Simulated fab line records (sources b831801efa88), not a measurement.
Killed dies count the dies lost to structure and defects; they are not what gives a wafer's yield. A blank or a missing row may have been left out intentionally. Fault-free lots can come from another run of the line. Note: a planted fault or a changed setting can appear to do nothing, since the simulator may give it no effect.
fab line records / flow gf180mcu
[record] lots = 6 wafers = 18 last-day = 33
route steps=602 shown V1@350 M2@362
lots untouched by any fault: they come from a run of this same line in which no faults occurred
start-h: the number of hours between the record's first day and the start of the first shown wafer of the lot / wait-h: hours since the lot's step before / " the same as in the row above / L1.1+2: a single row standing in for several wafers / - either no value or no given start / * or withheld: withheld / < > ~ a bound
route shown NAME@n: names a module that has steps shown in the file, with the first one's number in the route / usual: mean/standard deviation of fault-free wafers / same: alike in all rows / chamber/n: place in a boat / sites: readings site by site / _std_site: their standard deviation / _edge_site: outer sites' mean less inner sites' / radius-mm: how far each site lies from the wafer's centre / mask NAME#n: copy n / behind: the most recent tool/chamber to have shaped the wafer / hold: why the lot was held/for how many hours/how that ended / device: names the non-switching transistor (n, p or np) / end of line: tests of these same wafers at the route's end / a step with no rows: only its recipe / killed: at the first sort, the dies lost to defects and structure; wafer yield is something else / map: per-die view of a wafer (x killed, . not killed, _ where there is no die)
set.NAME: setting as actually run; set.NAME@STEP: the setting as run at that earlier step / model.NAME: the simulator's own value behind a step, which no gauge read
a table for each step, a row for each wafer; lots at some steps of the route
services: from which hour (start-h, from the record's first day; less than 0 if before it) a tool's chamber was out of use, for how many hours, and why
[[steps]]
[step GF_V1_OVL_MEAS_15]
[usual] V1_OVL = 1/5.4
lot.wafer=L952.1 tool=overlay-02 chamber=- start-h=460.57 wait-h=0.1 V1_OVL[nm]=0
lot.wafer=L952.2 tool=overlay-02 chamber=- start-h=460.57 wait-h=0.1 V1_OVL[nm]=9
lot.wafer=L952.3 tool=overlay-02 chamber=- start-h=460.57 wait-h=0.1 V1_OVL[nm]=5
lot.wafer=L954.1 tool=overlay-02 chamber=- start-h=482.42 wait-h=0.1 V1_OVL[nm]=4
lot.wafer=L954.3 tool=overlay-02 chamber=- start-h=482.42 wait-h=0.1 V1_OVL[nm]=-5
lot.wafer=L954.4 tool=overlay-02 chamber=- start-h=482.42 wait-h=0.1 V1_OVL[nm]=3
lot.wafer=L957.4 tool=overlay-02 chamber=- start-h=507.67 wait-h=0.1 V1_OVL[nm]=1
lot.wafer=L957.5 tool=overlay-02 chamber=- start-h=507.67 wait-h=0.1 V1_OVL[nm]=-10
lot.wafer=L957.6 tool=overlay-02 chamber=- start-h=507.67 wait-h=0.1 V1_OVL[nm]=-4
lot.wafer=L961.1 tool=overlay-01 chamber=- start-h=539.64 wait-h=0.1 V1_OVL[nm]=7
lot.wafer=L961.5 tool=overlay-01 chamber=- start-h=539.64 wait-h=0.1 V1_OVL[nm]=4
lot.wafer=L961.6 tool=overlay-01 chamber=- start-h=539.64 wait-h=0.1 V1_OVL[nm]=14
lot.wafer=L963.4 tool=overlay-02 chamber=- start-h=555.72 wait-h=0.1 V1_OVL[nm]=1
lot.wafer=L963.5 tool=overlay-02 chamber=- start-h=555.72 wait-h=0.1 V1_OVL[nm]=14
lot.wafer=L963.6 tool=overlay-02 chamber=- start-h=555.72 wait-h=0.1 V1_OVL[nm]=9
lot.wafer=L964.2 tool=overlay-02 chamber=- start-h=560.61 wait-h=0.1 V1_OVL[nm]=1
lot.wafer=L964.4 tool=overlay-02 chamber=- start-h=560.61 wait-h=0.1 V1_OVL[nm]=0
lot.wafer=L964.6 tool=overlay-02 chamber=- start-h=560.61 wait-h=0.1 V1_OVL[nm]=-7
[step GF_V1_ETCH_16]
[recipe] chemistry = N2/H2 target-depth-a = withheld overetch-a = withheld time-s = withheld target = BARC ion-energy-ev = 200 source-w = 500 bias-w = 100 pressure-mtorr = 30 n2-flow-sccm = 100 h2-flow-sccm = 200
[usual] drypump-motor-current-A = 5.59/0.3 oes-product-au = 0.855/0.0048 throttle-valve-pct = 13.224/0.01
lot.wafer=L952.1 tool=rie-diel-03 chamber=3 start-h=460.61 wait-h=0.0 drypump-motor-current-A=5.80 oes-product-au=0.856 throttle-valve-pct=13.216
lot.wafer=L952.2 tool=rie-diel-03 chamber=2 start-h=460.61 wait-h=0.0 drypump-motor-current-A=6.00 oes-product-au=0.849 throttle-valve-pct=13.213
lot.wafer=L952.3 tool=rie-diel-03 chamber=1 start-h=460.61 wait-h=0.0 drypump-motor-current-A=5.63 oes-product-au=0.853 throttle-valve-pct=13.224
lot.wafer=L954.1 tool=rie-diel-04 chamber=3 start-h=482.46 wait-h=0.0 drypump-motor-current-A=5.65 oes-product-au=0.859 throttle-valve-pct=13.206
lot.wafer=L954.3 tool=rie-diel-04 chamber=2 start-h=482.46 wait-h=0.0 drypump-motor-current-A=5.54 oes-product-au=0.856 throttle-valve-pct=13.230
lot.wafer=L954.4 tool=rie-diel-04 chamber=1 start-h=482.46 wait-h=0.0 drypump-motor-current-A=5.78 oes-product-au=0.849 throttle-valve-pct=13.232
lot.wafer=L957.4 tool=rie-diel-04 chamber=0 start-h=507.69 wait-h=0.0 drypump-motor-current-A=5.78 oes-product-au=0.855 throttle-valve-pct=13.228
lot.wafer=L957.5 tool=rie-diel-04 chamber=3 start-h=507.69 wait-h=0.0 drypump-motor-current-A=5.66 oes-product-au=0.850 throttle-valve-pct=13.220
lot.wafer=L957.6 tool=rie-diel-04 chamber=0 start-h=507.69 wait-h=0.0 drypump-motor-current-A=5.80 oes-product-au=0.846 throttle-valve-pct=13.236
lot.wafer=L961.1 tool=rie-diel-03 chamber=0 start-h=539.67 wait-h=0.0 drypump-motor-current-A=4.73 oes-product-au=0.858 throttle-valve-pct=13.231
lot.wafer=L961.5 tool=rie-diel-03 chamber=1 start-h=539.67 wait-h=0.0 drypump-motor-current-A=5.68 oes-product-au=0.853 throttle-valve-pct=13.230
lot.wafer=L961.6 tool=rie-diel-03 chamber=0 start-h=539.67 wait-h=0.0 drypump-motor-current-A=4.72 oes-product-au=0.855 throttle-valve-pct=13.223
lot.wafer=L963.4 tool=rie-diel-01 chamber=2 start-h=555.76 wait-h=0.0 drypump-motor-current-A=5.47 oes-product-au=0.851 throttle-valve-pct=13.208
lot.wafer=L963.5 tool=rie-diel-01 chamber=3 start-h=555.76 wait-h=0.0 drypump-motor-current-A=5.49 oes-product-au=0.848 throttle-valve-pct=13.242
lot.wafer=L963.6 tool=rie-diel-01 chamber=0 start-h=555.76 wait-h=0.0 drypump-motor-current-A=5.78 oes-product-au=0.854 throttle-valve-pct=13.220
lot.wafer=L964.2 tool=rie-diel-04 chamber=2 start-h=560.64 wait-h=0.0 drypump-motor-current-A=5.56 oes-product-au=0.847 throttle-valve-pct=13.227
lot.wafer=L964.4 tool=rie-diel-04 chamber=0 start-h=560.64 wait-h=0.0 drypump-motor-current-A=5.82 oes-product-au=0.861 throttle-valve-pct=13.231
lot.wafer=L964.6 tool=rie-diel-04 chamber=1 start-h=560.64 wait-h=0.0 drypump-motor-current-A=5.79 oes-product-au=0.856 throttle-valve-pct=13.224
[step GF_V1_ETCH_17]
[recipe] chemistry = C4F8/O2/Ar mask-material = KrF target = SiO2 stop-on = TiN source-w = 1500 bias-w = 1200 pressure-mtorr = 40 c4f8-flow-sccm = withheld O2_flow_sccm = 6 Ar_flow_sccm = 300 time-s = withheld target-depth-a = 6300
[step GF_V1_STRIP_18]
[recipe] chemistry = O2/N2 power-w = 1400 pressure-mtorr = 1500 platen-temp-c = 250 o2-flow-sccm = 3000 n2-flow-sccm = 300 overash-fraction = 0.5
[usual] drypump-motor-current-A = 5.8/0.4 heater-power-w = 330/50 oes-product-au = 0.593/0.0046
lot.wafer=L952.1 tool=plasma-asher-04 chamber=0 start-h=460.73 wait-h=- drypump-motor-current-A=5.8 heater-power-w=324 oes-product-au=0.582 rf-hours-counter-h=83
lot.wafer=L952.2 tool=plasma-asher-04 chamber=1 start-h=460.73 wait-h=- drypump-motor-current-A=6.5 heater-power-w=329 oes-product-au=0.593 rf-hours-counter-h=83
lot.wafer=L952.3 tool=plasma-asher-04 chamber=1 start-h=460.73 wait-h=- drypump-motor-current-A=6.5 heater-power-w=334 oes-product-au=0.597 rf-hours-counter-h=-
lot.wafer=L954.1 tool=plasma-asher-02 chamber=1 start-h=482.58 wait-h=- drypump-motor-current-A=5.5 heater-power-w=420 oes-product-au=0.597 rf-hours-counter-h=5
lot.wafer=L954.3 tool=plasma-asher-02 chamber=0 start-h=482.58 wait-h=- drypump-motor-current-A=5.7 heater-power-w=286 oes-product-au=0.595 rf-hours-counter-h=-
lot.wafer=L954.4 tool=plasma-asher-02 chamber=1 start-h=482.58 wait-h=- drypump-motor-current-A=5.4 heater-power-w=406 oes-product-au=0.592 rf-hours-counter-h=-
lot.wafer=L957.4 tool=plasma-asher-02 chamber=1 start-h=507.85 wait-h=- drypump-motor-current-A=5.5 heater-power-w=419 oes-product-au=0.597 rf-hours-counter-h=-
lot.wafer=L957.5 tool=plasma-asher-02 chamber=1 start-h=507.85 wait-h=- drypump-motor-current-A=5.5 heater-power-w=414 oes-product-au=0.592 rf-hours-counter-h=-
lot.wafer=L957.6 tool=plasma-asher-02 chamber=0 start-h=507.85 wait-h=- drypump-motor-current-A=5.8 heater-power-w=290 oes-product-au=0.594 rf-hours-counter-h=-
lot.wafer=L961.1 tool=plasma-asher-04 chamber=0 start-h=539.80 wait-h=- drypump-motor-current-A=5.9 heater-power-w=320 oes-product-au=0.584 rf-hours-counter-h=92
lot.wafer=L961.5 tool=plasma-asher-04 chamber=1 start-h=539.80 wait-h=- drypump-motor-current-A=6.5 heater-power-w=328 oes-product-au=0.585 rf-hours-counter-h=-
lot.wafer=L961.6 tool=plasma-asher-04 chamber=0 start-h=539.80 wait-h=- drypump-motor-current-A=5.9 heater-power-w=328 oes-product-au=0.590 rf-hours-counter-h=-
lot.wafer=L963.4 tool=plasma-asher-04 chamber=0 start-h=555.90 wait-h=- drypump-motor-current-A=5.9 heater-power-w=327 oes-product-au=0.596 rf-hours-counter-h=-
lot.wafer=L963.5 tool=plasma-asher-04 chamber=1 start-h=555.90 wait-h=- drypump-motor-current-A=6.5 heater-power-w=319 oes-product-au=0.592 rf-hours-counter-h=-
lot.wafer=L963.6 tool=plasma-asher-04 chamber=0 start-h=555.90 wait-h=- drypump-motor-current-A=5.9 heater-power-w=322 oes-product-au=0.594 rf-hours-counter-h=-
lot.wafer=L964.2 tool=plasma-asher-02 chamber=0 start-h=560.77 wait-h=- drypump-motor-current-A=5.8 heater-power-w=291 oes-product-au=0.591 rf-hours-counter-h=13
lot.wafer=L964.4 tool=plasma-asher-02 chamber=1 start-h=560.77 wait-h=- drypump-motor-current-A=5.5 heater-power-w=403 oes-product-au=0.593 rf-hours-counter-h=-
lot.wafer=L964.6 tool=plasma-asher-02 chamber=0 start-h=560.77 wait-h=- drypump-motor-current-A=5.8 heater-power-w=284 oes-product-au=0.597 rf-hours-counter-h=-
[step GF_V1_STRIP_19]
[recipe] chemistry = post-etch-residue-remover time-s = 1200 temp-c = 72.5
[step GF_V1_CLEAN_20]
[recipe] chemistry = DIW dry = n2-spin
[step GF_V1_SPUTTER_21]
[recipe] material = Ti target-thk-nm = 15 chamber-pressure-pa = 5 power-w = 2500 substrate-temp-c = 200 time-s = 80.02
[step GF_V1_SPUTTER_22]
[recipe] material = TiN target-thk-nm = 10 chamber-pressure-pa = 5 power-w = 4000 time-s = 40
[usual] throttle-valve-pct = 30.1/0.85
lot.wafer=L952.1 tool=pvd-sputter-02 chamber=- start-h=461.36 wait-h=0.0 throttle-valve-pct=29.7
lot.wafer=L952.2 tool=pvd-sputter-02 chamber=- start-h=461.36 wait-h=0.0 throttle-valve-pct=30.2
lot.wafer=L952.3 tool=pvd-sputter-02 chamber=- start-h=461.36 wait-h=0.0 throttle-valve-pct=29.7
lot.wafer=L954.1 tool=pvd-sputter-02 chamber=- start-h=483.22 wait-h=0.0 throttle-valve-pct=30.0
lot.wafer=L954.3 tool=pvd-sputter-02 chamber=- start-h=483.22 wait-h=0.0 throttle-valve-pct=30.3
lot.wafer=L954.4 tool=pvd-sputter-02 chamber=- start-h=483.22 wait-h=0.0 throttle-valve-pct=30.6
lot.wafer=L957.4 tool=pvd-sputter-02 chamber=- start-h=508.42 wait-h=0.0 throttle-valve-pct=30.4
lot.wafer=L957.5 tool=pvd-sputter-02 chamber=- start-h=508.42 wait-h=0.0 throttle-valve-pct=30.7
lot.wafer=L957.6 tool=pvd-sputter-02 chamber=- start-h=508.42 wait-h=0.0 throttle-valve-pct=29.6
lot.wafer=L961.1 tool=pvd-sputter-02 chamber=- start-h=540.40 wait-h=0.0 throttle-valve-pct=30.5
lot.wafer=L961.5 tool=pvd-sputter-02 chamber=- start-h=540.40 wait-h=0.0 throttle-valve-pct=30.0
lot.wafer=L961.6 tool=pvd-sputter-02 chamber=- start-h=540.40 wait-h=0.0 throttle-valve-pct=30.7
lot.wafer=L963.4 tool=pvd-sputter-02 chamber=- start-h=556.49 wait-h=0.0 throttle-valve-pct=29.5
lot.wafer=L963.5 tool=pvd-sputter-02 chamber=- start-h=556.49 wait-h=0.0 throttle-valve-pct=29.5
lot.wafer=L963.6 tool=pvd-sputter-02 chamber=- start-h=556.49 wait-h=0.0 throttle-valve-pct=29.8
lot.wafer=L964.2 tool=pvd-sputter-01 chamber=- start-h=561.37 wait-h=0.0 throttle-valve-pct=29.9
lot.wafer=L964.4 tool=pvd-sputter-01 chamber=- start-h=561.37 wait-h=0.0 throttle-valve-pct=29.4
lot.wafer=L964.6 tool=pvd-sputter-01 chamber=- start-h=561.37 wait-h=0.0 throttle-valve-pct=27.5
[step GF_V1_CVD_23]
[recipe] material = W target-thk-nm = 350 time-s = 105.05 temp-c = 400 pressure-torr = 40
[usual] heater-power-w = 823/53
lot.wafer=L952.1 tool=cvd-w-01 chamber=0 start-h=461.40 wait-h=0.0 heater-power-w=845
lot.wafer=L952.2 tool=cvd-w-01 chamber=1 start-h=461.40 wait-h=0.0 heater-power-w=756
lot.wafer=L952.3 tool=cvd-w-01 chamber=0 start-h=461.40 wait-h=0.0 heater-power-w=828
lot.wafer=L954.1 tool=cvd-w-02 chamber=0 start-h=483.26 wait-h=0.0 heater-power-w=810
lot.wafer=L954.3 tool=cvd-w-02 chamber=0 start-h=483.26 wait-h=0.0 heater-power-w=829
lot.wafer=L954.4 tool=cvd-w-02 chamber=1 start-h=483.26 wait-h=0.0 heater-power-w=881
lot.wafer=L957.4 tool=cvd-w-02 chamber=0 start-h=508.50 wait-h=0.1 heater-power-w=844
lot.wafer=L957.5 tool=cvd-w-02 chamber=1 start-h=508.50 wait-h=0.1 heater-power-w=898
lot.wafer=L957.6 tool=cvd-w-02 chamber=0 start-h=508.50 wait-h=0.1 heater-power-w=818
lot.wafer=L961.1 tool=cvd-w-01 chamber=1 start-h=540.44 wait-h=0.0 heater-power-w=748
lot.wafer=L961.5 tool=cvd-w-01 chamber=1 start-h=540.44 wait-h=0.0 heater-power-w=748
lot.wafer=L961.6 tool=cvd-w-01 chamber=0 start-h=540.44 wait-h=0.0 heater-power-w=827
lot.wafer=L963.4 tool=cvd-w-01 chamber=1 start-h=556.57 wait-h=0.1 heater-power-w=712
lot.wafer=L963.5 tool=cvd-w-01 chamber=1 start-h=556.57 wait-h=0.1 heater-power-w=747
lot.wafer=L963.6 tool=cvd-w-01 chamber=0 start-h=556.57 wait-h=0.1 heater-power-w=834
lot.wafer=L964.2 tool=cvd-w-01 chamber=1 start-h=561.41 wait-h=0.0 heater-power-w=746
lot.wafer=L964.4 tool=cvd-w-01 chamber=1 start-h=561.41 wait-h=0.0 heater-power-w=744
lot.wafer=L964.6 tool=cvd-w-01 chamber=1 start-h=561.41 wait-h=0.0 heater-power-w=739
[step GF_V1_RS_MEAS_24]
[recipe] thk-meas-gauge = four-point-probe reads = W_of_V1_CVD_23+TiN_of_V1_SPUTTER_22+Ti_of_V1_SPUTTER_21
[usual] V1_W_RS = 0.331/0.0038
lot.wafer=L952.1 tool=film-metro-02 chamber=- start-h=461.51 wait-h=0.1 V1_W_RS[ohm/sq]=0.337
lot.wafer=L952.2 tool=film-metro-02 chamber=- start-h=461.51 wait-h=0.1 V1_W_RS[ohm/sq]=0.336
lot.wafer=L952.3 tool=film-metro-02 chamber=- start-h=461.51 wait-h=0.1 V1_W_RS[ohm/sq]=0.338
lot.wafer=L954.1 tool=film-metro-02 chamber=- start-h=483.37 wait-h=0.1 V1_W_RS[ohm/sq]=0.328
lot.wafer=L954.3 tool=film-metro-02 chamber=- start-h=483.37 wait-h=0.1 V1_W_RS[ohm/sq]=0.329
lot.wafer=L954.4 tool=film-metro-02 chamber=- start-h=483.37 wait-h=0.1 V1_W_RS[ohm/sq]=0.327
lot.wafer=L957.4 tool=film-metro-03 chamber=- start-h=508.63 wait-h=0.1 V1_W_RS[ohm/sq]=0.328
lot.wafer=L957.5 tool=film-metro-03 chamber=- start-h=508.63 wait-h=0.1 V1_W_RS[ohm/sq]=0.329
lot.wafer=L957.6 tool=film-metro-03 chamber=- start-h=508.63 wait-h=0.1 V1_W_RS[ohm/sq]=0.329
lot.wafer=L961.1 tool=film-metro-03 chamber=- start-h=540.55 wait-h=0.1 V1_W_RS[ohm/sq]=0.335
lot.wafer=L961.5 tool=film-metro-03 chamber=- start-h=540.55 wait-h=0.1 V1_W_RS[ohm/sq]=0.334
lot.wafer=L961.6 tool=film-metro-03 chamber=- start-h=540.55 wait-h=0.1 V1_W_RS[ohm/sq]=0.333
lot.wafer=L963.4 tool=film-metro-02 chamber=- start-h=556.70 wait-h=0.1 V1_W_RS[ohm/sq]=0.332
lot.wafer=L963.5 tool=film-metro-02 chamber=- start-h=556.70 wait-h=0.1 V1_W_RS[ohm/sq]=0.329
lot.wafer=L963.6 tool=film-metro-02 chamber=- start-h=556.70 wait-h=0.1 V1_W_RS[ohm/sq]=0.328
lot.wafer=L964.2 tool=film-metro-02 chamber=- start-h=561.54 wait-h=0.1 V1_W_RS[ohm/sq]=0.334
lot.wafer=L964.4 tool=film-metro-02 chamber=- start-h=561.54 wait-h=0.1 V1_W_RS[ohm/sq]=0.332
lot.wafer=L964.6 tool=film-metro-02 chamber=- start-h=561.54 wait-h=0.1 V1_W_RS[ohm/sq]=0.334
[step GF_V1_THK_MEAS_25]
[recipe] thk-meas-gauge = xrf reads = W_of_V1_CVD_23
[usual] V1_W_THK = 349/4.5
lot.wafer=L952.1 tool=film-metro-02 chamber=- start-h=461.63 wait-h=0.1 V1_W_THK[nm]=341
lot.wafer=L952.2 tool=film-metro-02 chamber=- start-h=461.63 wait-h=0.1 V1_W_THK[nm]=342
lot.wafer=L952.3 tool=film-metro-02 chamber=- start-h=461.63 wait-h=0.1 V1_W_THK[nm]=339
lot.wafer=L954.1 tool=film-metro-02 chamber=- start-h=483.49 wait-h=0.1 V1_W_THK[nm]=351
lot.wafer=L954.3 tool=film-metro-02 chamber=- start-h=483.49 wait-h=0.1 V1_W_THK[nm]=353
lot.wafer=L954.4 tool=film-metro-02 chamber=- start-h=483.49 wait-h=0.1 V1_W_THK[nm]=352
lot.wafer=L957.4 tool=film-metro-03 chamber=- start-h=508.72 wait-h=0.1 V1_W_THK[nm]=350
lot.wafer=L957.5 tool=film-metro-03 chamber=- start-h=508.72 wait-h=0.1 V1_W_THK[nm]=349
lot.wafer=L957.6 tool=film-metro-03 chamber=- start-h=508.72 wait-h=0.1 V1_W_THK[nm]=348
lot.wafer=L961.1 tool=film-metro-03 chamber=- start-h=540.67 wait-h=0.1 V1_W_THK[nm]=342
lot.wafer=L961.5 tool=film-metro-03 chamber=- start-h=540.67 wait-h=0.1 V1_W_THK[nm]=344
lot.wafer=L961.6 tool=film-metro-03 chamber=- start-h=540.67 wait-h=0.1 V1_W_THK[nm]=342
lot.wafer=L963.4 tool=film-metro-02 chamber=- start-h=556.79 wait-h=0.1 V1_W_THK[nm]=349
lot.wafer=L963.5 tool=film-metro-02 chamber=- start-h=556.79 wait-h=0.1 V1_W_THK[nm]=354
lot.wafer=L963.6 tool=film-metro-02 chamber=- start-h=556.79 wait-h=0.1 V1_W_THK[nm]=355
lot.wafer=L964.2 tool=film-metro-02 chamber=- start-h=561.65 wait-h=0.1 V1_W_THK[nm]=348
lot.wafer=L964.4 tool=film-metro-02 chamber=- start-h=561.65 wait-h=0.1 V1_W_THK[nm]=350
lot.wafer=L964.6 tool=film-metro-02 chamber=- start-h=561.65 wait-h=0.1 V1_W_THK[nm]=348
[step GF_V1_CMP_26]
[recipe] stop-on = SiO2 down-force-psi = 3.5 platen-rpm = 60 t-overpolish-s = 15 target-thk-nm = 0 pad-velocity-m-s = 0.94248
[step GF_M2_SPUTTER_00]
[recipe] material = Ti target-thk-nm = 37.5 arriving-ion-energy-ev = 80 substrate-temp-c = 200 chamber-pressure-pa = 2 power-w = 4000 time-s = 150
[usual] substrate-temp-c = 199.98/0.17 throttle-valve-pct = 29.9/1
lot.wafer=L952.1 tool=pvd-sputter-03 chamber=- start-h=461.99 wait-h=0.2 substrate-temp-c=200.06 throttle-valve-pct=30.3 model.Ti_of_M2_SPUTTER_00.thk-nm=37.8
lot.wafer=L952.2 tool=pvd-sputter-03 chamber=- start-h=461.99 wait-h=0.2 substrate-temp-c=200.19 throttle-valve-pct=28.9 model.Ti_of_M2_SPUTTER_00.thk-nm=37.53
lot.wafer=L952.3 tool=pvd-sputter-03 chamber=- start-h=461.99 wait-h=0.2 substrate-temp-c=199.95 throttle-valve-pct=31.4 model.Ti_of_M2_SPUTTER_00.thk-nm=37.57
lot.wafer=L954.1 tool=pvd-sputter-03 chamber=- start-h=483.85 wait-h=0.2 substrate-temp-c=199.79 throttle-valve-pct=30.3 model.Ti_of_M2_SPUTTER_00.thk-nm=37.26
lot.wafer=L954.3 tool=pvd-sputter-03 chamber=- start-h=483.85 wait-h=0.2 substrate-temp-c=199.89 throttle-valve-pct=29.2 model.Ti_of_M2_SPUTTER_00.thk-nm=37.03
lot.wafer=L954.4 tool=pvd-sputter-03 chamber=- start-h=483.85 wait-h=0.2 substrate-temp-c=200.18 throttle-valve-pct=30.3 model.Ti_of_M2_SPUTTER_00.thk-nm=37.18
lot.wafer=L957.4 tool=pvd-sputter-04 chamber=- start-h=509.05 wait-h=0.2 substrate-temp-c=200.04 throttle-valve-pct=28.0 model.Ti_of_M2_SPUTTER_00.thk-nm=37.91
lot.wafer=L957.5 tool=pvd-sputter-04 chamber=- start-h=509.05 wait-h=0.2 substrate-temp-c=200.01 throttle-valve-pct=27.9 model.Ti_of_M2_SPUTTER_00.thk-nm=37.87
lot.wafer=L957.6 tool=pvd-sputter-04 chamber=- start-h=509.05 wait-h=0.2 substrate-temp-c=199.90 throttle-valve-pct=29.1 model.Ti_of_M2_SPUTTER_00.thk-nm=37.74
lot.wafer=L961.1 tool=pvd-sputter-04 chamber=- start-h=541.03 wait-h=0.1 substrate-temp-c=200.00 throttle-valve-pct=29.1 model.Ti_of_M2_SPUTTER_00.thk-nm=37.44
lot.wafer=L961.5 tool=pvd-sputter-04 chamber=- start-h=541.03 wait-h=0.1 substrate-temp-c=200.34 throttle-valve-pct=29.1 model.Ti_of_M2_SPUTTER_00.thk-nm=37.6
lot.wafer=L961.6 tool=pvd-sputter-04 chamber=- start-h=541.03 wait-h=0.1 substrate-temp-c=199.82 throttle-valve-pct=28.9 model.Ti_of_M2_SPUTTER_00.thk-nm=37.1
lot.wafer=L963.4 tool=pvd-sputter-04 chamber=- start-h=557.12 wait-h=0.2 substrate-temp-c=199.95 throttle-valve-pct=27.8 model.Ti_of_M2_SPUTTER_00.thk-nm=37.46
lot.wafer=L963.5 tool=pvd-sputter-04 chamber=- start-h=557.12 wait-h=0.2 substrate-temp-c=199.91 throttle-valve-pct=28.0 model.Ti_of_M2_SPUTTER_00.thk-nm=49.2
lot.wafer=L963.6 tool=pvd-sputter-04 chamber=- start-h=557.12 wait-h=0.2 substrate-temp-c=200.00 throttle-valve-pct=29.3 model.Ti_of_M2_SPUTTER_00.thk-nm=37.57
lot.wafer=L964.2 tool=pvd-sputter-04 chamber=- start-h=562.00 wait-h=0.1 substrate-temp-c=199.99 throttle-valve-pct=28.1 model.Ti_of_M2_SPUTTER_00.thk-nm=48.98
lot.wafer=L964.4 tool=pvd-sputter-04 chamber=- start-h=562.00 wait-h=0.1 substrate-temp-c=199.69 throttle-valve-pct=29.0 model.Ti_of_M2_SPUTTER_00.thk-nm=37.48
lot.wafer=L964.6 tool=pvd-sputter-04 chamber=- start-h=562.00 wait-h=0.1 substrate-temp-c=200.01 throttle-valve-pct=29.0 model.Ti_of_M2_SPUTTER_00.thk-nm=37.6
[step GF_M2_SPUTTER_01]
[recipe] material = TiN target-thk-nm = 30 power-w = 6500 time-s = 25 chamber-pressure-pa = 0.4
[usual] throttle-valve-pct = 29.9/1
lot.wafer=L952.1 tool=pvd-sputter-03 chamber=- start-h=462.09 wait-h=0.1 throttle-valve-pct=30.6
lot.wafer=L952.2 tool=pvd-sputter-03 chamber=- start-h=462.09 wait-h=0.1 throttle-valve-pct=29.1
lot.wafer=L952.3 tool=pvd-sputter-03 chamber=- start-h=462.09 wait-h=0.1 throttle-valve-pct=31.2
lot.wafer=L954.1 tool=pvd-sputter-03 chamber=- start-h=483.95 wait-h=0.1 throttle-valve-pct=30.5
lot.wafer=L954.3 tool=pvd-sputter-03 chamber=- start-h=483.95 wait-h=0.1 throttle-valve-pct=29.3
lot.wafer=L954.4 tool=pvd-sputter-03 chamber=- start-h=483.95 wait-h=0.1 throttle-valve-pct=30.4
lot.wafer=L957.4 tool=pvd-sputter-04 chamber=- start-h=509.15 wait-h=0.1 throttle-valve-pct=28.1
lot.wafer=L957.5 tool=pvd-sputter-04 chamber=- start-h=509.15 wait-h=0.1 throttle-valve-pct=28.4
lot.wafer=L957.6 tool=pvd-sputter-04 chamber=- start-h=509.15 wait-h=0.1 throttle-valve-pct=28.9
lot.wafer=L961.1 tool=pvd-sputter-04 chamber=- start-h=541.13 wait-h=0.1 throttle-valve-pct=29.3
lot.wafer=L961.5 tool=pvd-sputter-04 chamber=- start-h=541.13 wait-h=0.1 throttle-valve-pct=29.1
lot.wafer=L961.6 tool=pvd-sputter-04 chamber=- start-h=541.13 wait-h=0.1 throttle-valve-pct=29.3
lot.wafer=L963.4 tool=pvd-sputter-04 chamber=- start-h=557.22 wait-h=0.1 throttle-valve-pct=28.1
lot.wafer=L963.5 tool=pvd-sputter-04 chamber=- start-h=557.22 wait-h=0.1 throttle-valve-pct=28.4
lot.wafer=L963.6 tool=pvd-sputter-04 chamber=- start-h=557.22 wait-h=0.1 throttle-valve-pct=28.9
lot.wafer=L964.2 tool=pvd-sputter-04 chamber=- start-h=562.10 wait-h=0.1 throttle-valve-pct=28.2
lot.wafer=L964.4 tool=pvd-sputter-04 chamber=- start-h=562.10 wait-h=0.1 throttle-valve-pct=29.2
lot.wafer=L964.6 tool=pvd-sputter-04 chamber=- start-h=562.10 wait-h=0.1 throttle-valve-pct=29.0
[[services]]
tool=rie-diel-03 chamber=3 start-h=443.79 hours=4.3 kind=repair
tool=rie-diel-03 chamber=0 start-h=459.39 hours=3.3 kind=repair
tool=pvd-sputter-03 chamber=1 start-h=495.45 hours=- kind=consumable-replace:kit
tool=pvd-sputter-03 chamber=1 start-h=495.45 hours=18.0 kind=scheduled-down
tool=pvd-sputter-03 chamber=1 start-h=495.45 hours=18.0 kind=vent-cycle
tool=cvd-w-02 chamber=- start-h=500.10 hours=0.5 kind=repair
tool=rie-diel-03 chamber=0 start-h=501.59 hours=22.0 kind=repair
tool=rie-diel-01 chamber=0 start-h=502.20 hours=9.3 kind=repair
tool=pvd-sputter-03 chamber=- start-h=506.99 hours=3.8 kind=repair
tool=pvd-sputter-02 chamber=- start-h=510.40 hours=4.8 kind=repair
tool=pvd-sputter-01 chamber=- start-h=510.79 hours=1.6 kind=repair
tool=pvd-sputter-01 chamber=2 start-h=520.99 hours=- kind=consumable-replace:kit
tool=pvd-sputter-01 chamber=2 start-h=520.99 hours=18.0 kind=scheduled-down
tool=pvd-sputter-01 chamber=2 start-h=520.99 hours=18.0 kind=vent-cycle
tool=rie-diel-03 chamber=2 start-h=522.14 hours=43.8 kind=repair
tool=pvd-sputter-03 chamber=- start-h=530.89 hours=1.1 kind=repair
tool=pvd-sputter-04 chamber=- start-h=532.45 hours=3.6 kind=repair
tool=pvd-sputter-03 chamber=- start-h=534.07 hours=8.7 kind=repair
tool=plasma-asher-02 chamber=- start-h=540.91 hours=4.0 kind=repair
tool=rie-diel-01 chamber=3 start-h=557.49 hours=4.1 kind=repair
[[key]]
first-sign none at tools or gauges
[model-effect] step = GF_M2_SPUTTER_00 value = Ti_of_M2_SPUTTER_00.thk-nm without = 37.45 struck = 49.09
met-at GF_M2_SPUTTER_00
struck-wafers L963.5,L964.2
onset-between 541.03 557.12
[fault] kind = process-parameter-drift tool = pvd-sputter-04 chamber = - onset-h = 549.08 steps = GF_M2_SPUTTER_00 channel = target-thk-nm offset = 11.643 shape = step end-h = 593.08 scope = struck-wafers-only acts-in = these-recipes-only stated = 37.5
